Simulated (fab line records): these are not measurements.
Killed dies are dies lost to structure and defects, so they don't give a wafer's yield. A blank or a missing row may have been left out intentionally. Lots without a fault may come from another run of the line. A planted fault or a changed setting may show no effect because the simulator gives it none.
Struck lot and sound lot, side by side :: flow sky130 :: 15 out of 708 route steps
Sound: the wafers L957.2, L957.3, L957.4. Struck: wafers L961.1, L961.4 (left out: L961.5, a lot-mate that was not struck); the cause follows at the end.
Order at every step that has rows: each side's tool, ch and its chambers, its first start. Under that, the readings that differ: sound wafers :: struck wafers :: difference of the means :: sigmas: that difference in standard deviations of wafers without a fault.
alike: same words and numbers on both sides, and readings whose means sit less than 2 such deviations apart. not compared: any withheld reading, any reading some wafer has no value for, any bound like >300 that may hide the same value, and any number with overlapping values for which the record gives no deviation.
A row with sigmas, a row that says differs or no value, or rows on one side alone: a step with any of these is where the two part. Numbers that have no deviation but don't overlap get no sigmas and don't part them. A reading missing from all wafers of one side parts the sides only when that side holds two or more wafers.

SKY_NWELL_RS_MEAS_29: uses a four-point probe to measure.
  sound on film metro-04 at day 6 00:05; struck on film metro-04 at day 6 23:01
  alike: NWELL_RS
SKY_NWELL_RS_MEAS_31: uses a four-point probe to measure.
  sound on film metro-04 at day 6 00:20; struck on film metro-04 at day 6 23:16
  alike: PWDE_RS
then, 7 steps without rows for these wafers: SKY_VT_ADJUST_HVTP_DEHYDRATE_00 (time 60 s); SKY_VT_ADJUST_HVTP_HMDS_01 (prime time 60 s); SKY_VT_ADJUST_HVTP_COAT_02 (resist thk 1140 nm); SKY_VT_ADJUST_HVTP_SOFTBAKE_03 (time 60 s); SKY_VT_ADJUST_HVTP_EXPOSE_04 (exposes mask HVTPM, target cd 380 nm); SKY_VT_ADJUST_HVTP_PEB_05; SKY_VT_ADJUST_HVTP_DEVELOP_06 (develop time 60 s).
SKY_VT_ADJUST_HVTP_CD_MEAS_07 targets a cd of 380 nm.
  sound on cd sem-01 at day 6 19:20; struck on cd sem-02 at day 7 18:19
  alike: cd nm
SKY_VT_ADJUST_HVTP_OVL_MEAS_08:
  sound on overlay-02 at day 6 19:26; struck on overlay-01 at day 7 18:26
  alike: VT_ADJUST_HVTP_OVL
SKY_VT_ADJUST_HVTP_IMPLANT_09:
  sound on implanter-02 ch 0, day 6 19:30; struck on implanter-03 ch 0, day 7 18:28
  alike: dose ions cm2
SKY_VT_ADJUST_HVTP_STRIP_10: strips in O2/N2.
  sound on plasma asher-02 ch 0,1, day 6 19:37; struck on plasma asher-01 ch 0,1, day 7 18:37
  alike: drypump motor current A, oes product au, strip time to endpoint s
  not compared: rf hours counter h
SKY_VT_ADJUST_HVTP_TW_MEAS_11:
  sound on film metro-02 at day 6 19:44; struck on film metro-04 at day 7 18:57
reading: VT_ADJUST_HVTP_TW
sound: 1356 1350 1359
struck: 1221 1216
difference: -136
sigmas: -12
  not compared: hold
-- a jump in the record: the struck wafers' starts before and after are 40 days apart (it breaks off in module VT_ADJUST_HVTP and resumes in module PAD_OPEN, where the first step shown is number 708 of the route) --
SKY_PAD_OPEN_PROBE_99:
  sound on prober-01 at day 46 08:02; struck on prober-01 at day 47 08:07
reading: hold
sound: - - -
struck: await dispo/3.0h/release await dispo/3.0h/release
difference: no value on the sound wafers
sigmas: 
  alike: killed_at_M0_to_M3, killed_at_M4_up, killed at contacts, killed at front end, killed at other, killed dies, killed open, killed short

## WHERE THEY PART
At SKY_VT_ADJUST_HVTP_TW_MEAS_11 first; at SKY_PAD_OPEN_PROBE_99 last (within this record only).

WHY: whatever the simulator had introduced
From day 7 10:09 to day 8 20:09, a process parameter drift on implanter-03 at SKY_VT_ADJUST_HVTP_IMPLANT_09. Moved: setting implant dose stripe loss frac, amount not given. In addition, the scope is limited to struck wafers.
